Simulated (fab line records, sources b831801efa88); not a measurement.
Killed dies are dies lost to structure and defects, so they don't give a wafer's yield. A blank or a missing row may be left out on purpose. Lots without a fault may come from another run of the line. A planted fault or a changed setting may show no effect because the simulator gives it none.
Which tool did it? | flow gf180mcu | 12 lots, 36 wafers sampled, at 4 steps of a route of 602

WHAT THE GAUGES READ, wafer by wafer
GF_PASSIVATION_THK_MEAS_01. Usual: PASSIVATION_CVD_00_THK 1002 nm, standard deviation 13.
lot  | measured     | on            | PASSIVATION_CVD_00_THK (nm) | flag
L204 | day 28 03:43 | film_metro-04 | 976 1001 1006               |
L206 | day 28 18:38 | film_metro-01 | 999 978 1012                |
L207 | day 28 22:10 | film_metro-03 | 1006 1010 1012              |
L208 | day 29 14:16 | film_metro-03 | 987 1013 1015               |
L209 | day 29 15:55 | film_metro-03 | 1000 1014 1016              |
L211 | day 30 10:49 | film_metro-01 | 1009 995 1013               |
L218 | day 32 02:06 | film_metro-03 | 1002 1028 1017              |
L219 | day 32 21:53 | film_metro-03 | 1008 1014 1006              |
L221 | day 33 08:31 | film_metro-03 | 1004 990 1009               |
L223 | day 33 19:07 | film_metro-01 | 987 989 1000                |
L225 | day 34 02:26 | film_metro-01 | 1009 1004 1006              |
L226 | day 34 05:59 | film_metro-03 | 1018 1021 1034              |

WHICH TOOL RAN EACH LOT (tool, then ch and the chambers of the sampled wafers, then the start)
lot  | GF_V4_SPUTTER_22             | GF_TOP_METAL_SPUTTER_02      | GF_TOP_METAL_STRIP_17
L204 | pvd_sputter-04, day 24 12:08 | pvd_sputter-04, day 27 06:55 | plasma_asher-01 ch 0,1, day 28 02:57
L206 | pvd_sputter-04, day 25 02:47 | pvd_sputter-02, day 27 21:47 | plasma_asher-04 ch 0,1, day 28 18:01
L207 | pvd_sputter-04, day 25 08:25 | pvd_sputter-04, day 28 01:29 | plasma_asher-04 ch 0,1, day 28 21:33
L208 | pvd_sputter-04, day 26 00:32 | pvd_sputter-03, day 28 18:12 | plasma_asher-01 ch 0,1, day 29 13:15
L209 | pvd_sputter-04, day 26 00:40 | pvd_sputter-02, day 28 19:06 | plasma_asher-03 ch 0,1, day 29 14:53
L211 | pvd_sputter-04, day 26 21:02 | pvd_sputter-04, day 29 15:19 | plasma_asher-01 ch 0,1, day 30 10:02
L218 | pvd_sputter-01, day 28 21:42 | pvd_sputter-04, day 31 07:39 | plasma_asher-03 ch 0,1, day 32 01:29
L219 | pvd_sputter-04, day 29 18:25 | pvd_sputter-03, day 32 03:53 | plasma_asher-01 ch 0,1, day 32 21:16
L221 | pvd_sputter-01, day 30 07:04 | pvd_sputter-03, day 32 15:37 | plasma_asher-01 ch 0,1, day 33 07:55
L223 | pvd_sputter-03, day 30 19:20 | pvd_sputter-04, day 33 02:08 | plasma_asher-04 ch 0,1, day 33 18:29
L225 | pvd_sputter-01, day 31 04:40 | pvd_sputter-03, day 33 10:07 | plasma_asher-03 ch 0,1, day 34 01:47
L226 | pvd_sputter-01, day 31 07:43 | pvd_sputter-03, day 33 13:08 | plasma_asher-04 ch 0,1, day 34 05:24
- GF_V4_SPUTTER_22: material TiN, target thk 10 nm, time 40 s.
- GF_TOP_METAL_SPUTTER_02: material AlCu, target thk 900 nm, time 47.82 s.
- GF_TOP_METAL_STRIP_17: strips in O2/N2.

WHAT THE TOOLS THEMSELVES READ (means of the sampled wafers that have a number; where no wafer has one, the mark that the record gives instead)
GF_V4_SPUTTER_22. Usual: cathode_dc_power_W 3999.9 W, standard deviation 0.67; throttle_valve_pct 30.2 %, standard deviation 0.69.
lot  | tool           | cathode_dc_power_W (W) | throttle_valve_pct (%) | flag
L204 | pvd_sputter-04 | 3999.8                 | 30.6                   |
L206 | pvd_sputter-04 | 3999.5                 | 29.8                   |
L207 | pvd_sputter-04 | 3999.6                 | 29.7                   |
L208 | pvd_sputter-04 | 3999.6                 | 30.3                   |
L209 | pvd_sputter-04 | 3999.6                 | 30.7                   |
L211 | pvd_sputter-04 | 3999.8                 | 30.1                   |
L218 | pvd_sputter-01 | 3999.9                 | 30.5                   |
L219 | pvd_sputter-04 | 3999.6                 | 30.2                   |
L221 | pvd_sputter-01 | 4000.0                 | 30.1                   |
L223 | pvd_sputter-03 | 3999.7                 | 29.6                   |
L225 | pvd_sputter-01 | 3998.9                 | 30.3                   |
L226 | pvd_sputter-01 | 4000.3                 | 30.4                   |

GF_TOP_METAL_SPUTTER_02. Usual: cathode_dc_power_W 10600 W, standard deviation 1.9; throttle_valve_pct 30.0 %, standard deviation 1.1.
lot  | tool           | cathode_dc_power_W (W) | throttle_valve_pct (%) | flag
L204 | pvd_sputter-04 | 10601                  | 30.5                   |
L206 | pvd_sputter-02 | 10600                  | 29.7                   |
L207 | pvd_sputter-04 | 10601                  | 29.7                   |
L208 | pvd_sputter-03 | 10600                  | 30.2                   |
L209 | pvd_sputter-02 | 10601                  | 29.7                   |
L211 | pvd_sputter-04 | 10601                  | 30.2                   |
L218 | pvd_sputter-04 | 10600                  | 30.2                   |
L219 | pvd_sputter-03 | 10597                  | 30.4                   |
L221 | pvd_sputter-03 | 10600                  | 30.6                   |
L223 | pvd_sputter-04 | 10598                  | 30.4                   |
L225 | pvd_sputter-03 | 10599                  | 29.5                   |
L226 | pvd_sputter-03 | 10601                  | 29.5                   |

GF_TOP_METAL_STRIP_17. Usual: drypump_motor_current_A 5.9 A, standard deviation 0.32; heater_power_w 344 W, standard deviation 33; oes_product_au 0.710 a.u., standard deviation 0.0046; strip_time_to_endpoint_s 12.95 s, standard deviation 0.11.
lot  | tool            | drypump_motor_current_A (A) | heater_power_w (W) | oes_product_au (a.u.) | strip_time_to_endpoint_s (s) | flag
L204 | plasma_asher-01 | 5.5                         | 347                | 0.709                 | 12.84                        |
L206 | plasma_asher-04 | 6.0                         | 338                | 0.709                 | 12.98                        |
L207 | plasma_asher-04 | 6.0                         | 339                | 0.711                 | 13.00                        |
L208 | plasma_asher-01 | 5.5                         | 343                | 0.712                 | 12.91                        |
L209 | plasma_asher-03 | 6.0                         | 349                | 0.708                 | 12.83                        |
L211 | plasma_asher-01 | 5.7                         | 324                | 0.711                 | 13.11                        |
L218 | plasma_asher-03 | 6.2                         | 371                | 0.713                 | 12.90                        |
L219 | plasma_asher-01 | 5.6                         | 361                | 0.709                 | 13.03                        |
L221 | plasma_asher-01 | 5.5                         | 361                | 0.710                 | 12.86                        |
L223 | plasma_asher-04 | 5.9                         | 338                | 0.709                 | 13.05                        |
L225 | plasma_asher-03 | 6.2                         | 364                | 0.713                 | 12.92                        |
L226 | plasma_asher-04 | 6.1                         | 330                | 0.710                 | 12.87                        |

THE ANSWER, worked out from the rows above alone
Rule: a lot is off if the mean of its wafers that have a number lies more than 3 standard deviations from the usual mean. A lot without any number at a reading at which 4 lots or more have one is off too. The other lots that the step has rows for count as sound. The gauges are gone through in route order, then the tools' own readings, and for those a lot's mean is taken as printed above. The first step at which some lot is off is used, and at that step the reading that is off furthest; a lot without a number counts as furthest.
No lot is off at any reading shown: from this, nothing can be told.

WHAT THE SIMULATOR HAD PUT IN
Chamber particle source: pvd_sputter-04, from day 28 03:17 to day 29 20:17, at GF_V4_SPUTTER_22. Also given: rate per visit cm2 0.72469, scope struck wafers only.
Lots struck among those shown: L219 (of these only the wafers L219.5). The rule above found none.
